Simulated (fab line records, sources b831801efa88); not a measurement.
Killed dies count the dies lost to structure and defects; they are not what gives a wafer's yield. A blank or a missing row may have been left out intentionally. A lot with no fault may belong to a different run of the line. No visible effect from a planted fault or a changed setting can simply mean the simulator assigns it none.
The tool behind it: which one? || flow sky130 || Sampling: 12 lots, 36 wafers, 2 of 708 route steps

WHAT THE GAUGES SHOWED, per wafer
SKY_METAL1_CD_MEAS_15: target cd 140 nm. Usual: 139.9 nm for cdNm, sd 1.7.
{"lot": "L984", "measured": "day 32 19:01", "on": "cdSem-02", "cdNm (nm)": "141.9 139.7 141.4", "flag": ""}
{"lot": "L986", "measured": "day 33 07:28", "on": "cdSem-01", "cdNm (nm)": "138.3 138.9 138.5", "flag": ""}
{"lot": "L985", "measured": "day 33 09:21", "on": "cdSem-01", "cdNm (nm)": "139.6 138.9 140.3", "flag": ""}
{"lot": "L987", "measured": "day 33 18:26", "on": "cdSem-01", "cdNm (nm)": "137.7 137.8 138.5", "flag": ""}
{"lot": "L989", "measured": "day 34 06:29", "on": "cdSem-02", "cdNm (nm)": "139.4 139.5 140.1", "flag": ""}
{"lot": "L993", "measured": "day 36 04:04", "on": "cdSem-02", "cdNm (nm)": "140.0 138.5 137.6", "flag": ""}
{"lot": "L997", "measured": "day 37 18:27", "on": "cdSem-02", "cdNm (nm)": "139.1 138.8 139.2", "flag": ""}
{"lot": "L999", "measured": "day 38 02:02", "on": "cdSem-02", "cdNm (nm)": "140.4 142.4 142.3", "flag": ""}
{"lot": "L100", "measured": "day 38 17:56", "on": "cdSem-01", "cdNm (nm)": "140.3 138.7 138.6", "flag": ""}
{"lot": "L103", "measured": "day 38 23:58", "on": "cdSem-02", "cdNm (nm)": "141.2 142.2 142.4", "flag": ""}
{"lot": "L102", "measured": "day 39 05:50", "on": "cdSem-02", "cdNm (nm)": "137.3 138.6 137.2", "flag": ""}
{"lot": "L105", "measured": "day 39 12:13", "on": "cdSem-02", "cdNm (nm)": "141.3 141.0 142.9", "flag": ""}

TOOL THAT RAN EACH LOT (tool first, then ch and the chambers of the sampled wafers, then the start)
{"lot": "L984", "SKY_METAL1_SPUTTER_04": "pvdSputter-02, day 31 16:34"}
{"lot": "L986", "SKY_METAL1_SPUTTER_04": "pvdSputter-02, day 32 04:47"}
{"lot": "L985", "SKY_METAL1_SPUTTER_04": "pvdSputter-02, day 32 06:24"}
{"lot": "L987", "SKY_METAL1_SPUTTER_04": "pvdSputter-02, day 32 15:59"}
{"lot": "L989", "SKY_METAL1_SPUTTER_04": "pvdSputter-01, day 33 04:19"}
{"lot": "L993", "SKY_METAL1_SPUTTER_04": "pvdSputter-02, day 35 03:08"}
{"lot": "L997", "SKY_METAL1_SPUTTER_04": "pvdSputter-02, day 36 16:21"}
{"lot": "L999", "SKY_METAL1_SPUTTER_04": "pvdSputter-04, day 36 23:49"}
{"lot": "L100", "SKY_METAL1_SPUTTER_04": "pvdSputter-02, day 37 16:51"}
{"lot": "L103", "SKY_METAL1_SPUTTER_04": "pvdSputter-04, day 37 22:07"}
{"lot": "L102", "SKY_METAL1_SPUTTER_04": "pvdSputter-01, day 38 04:10"}
{"lot": "L105", "SKY_METAL1_SPUTTER_04": "pvdSputter-04, day 38 10:28"}
- SKY_METAL1_SPUTTER_04: material TiN, target thk 70 nm, time 58.3 s.

WHAT THE TOOLS THEMSELVES READ (means of the sampled wafers that have a number; where no wafer has one, the mark that the record gives instead)
SKY_METAL1_SPUTTER_04. Usual: cathodeDcPowerW 6500.0 W, standard deviation 1; throttleValvePct 29.7 %, standard deviation 0.9.
{"lot": "L984", "tool": "pvdSputter-02", "cathodeDcPowerW (W)": 6499.6, "throttleValvePct (%)": 29.4, "flag": ""}
{"lot": "L986", "tool": "pvdSputter-02", "cathodeDcPowerW (W)": 6499.5, "throttleValvePct (%)": 29.5, "flag": ""}
{"lot": "L985", "tool": "pvdSputter-02", "cathodeDcPowerW (W)": 6500.8, "throttleValvePct (%)": 29.5, "flag": ""}
{"lot": "L987", "tool": "pvdSputter-02", "cathodeDcPowerW (W)": 6498.9, "throttleValvePct (%)": 29.5, "flag": ""}
{"lot": "L989", "tool": "pvdSputter-01", "cathodeDcPowerW (W)": 6499.8, "throttleValvePct (%)": 29.8, "flag": ""}
{"lot": "L993", "tool": "pvdSputter-02", "cathodeDcPowerW (W)": 6500.7, "throttleValvePct (%)": 29.3, "flag": ""}
{"lot": "L997", "tool": "pvdSputter-02", "cathodeDcPowerW (W)": 6500.5, "throttleValvePct (%)": 29.3, "flag": ""}
{"lot": "L999", "tool": "pvdSputter-04", "cathodeDcPowerW (W)": 6500.7, "throttleValvePct (%)": 30.2, "flag": ""}
{"lot": "L100", "tool": "pvdSputter-02", "cathodeDcPowerW (W)": 6499.4, "throttleValvePct (%)": 29.5, "flag": ""}
{"lot": "L103", "tool": "pvdSputter-04", "cathodeDcPowerW (W)": 6499.9, "throttleValvePct (%)": 30.1, "flag": ""}
{"lot": "L102", "tool": "pvdSputter-01", "cathodeDcPowerW (W)": 6500.6, "throttleValvePct (%)": 29.5, "flag": ""}
{"lot": "L105", "tool": "pvdSputter-04", "cathodeDcPowerW (W)": 6500.6, "throttleValvePct (%)": 30.0, "flag": ""}

THE ANSWER, worked out from the rows above alone
Rule: a lot is off if the mean of its wafers that have a number lies more than 3 standard deviations from the usual mean. Also off: a lot with no number at a reading for which 4 or more lots have one. All remaining lots with rows at the step are treated as sound. First the gauges in route order, then the tools' own readings, where a lot's mean is used as printed above. The first step at which some lot is off is used, and at that step the reading that is off furthest; a lot without a number counts as furthest.
Nothing can be told from this: no lot is off at any reading shown.

WHAT WAS PUT IN BY THE SIMULATOR
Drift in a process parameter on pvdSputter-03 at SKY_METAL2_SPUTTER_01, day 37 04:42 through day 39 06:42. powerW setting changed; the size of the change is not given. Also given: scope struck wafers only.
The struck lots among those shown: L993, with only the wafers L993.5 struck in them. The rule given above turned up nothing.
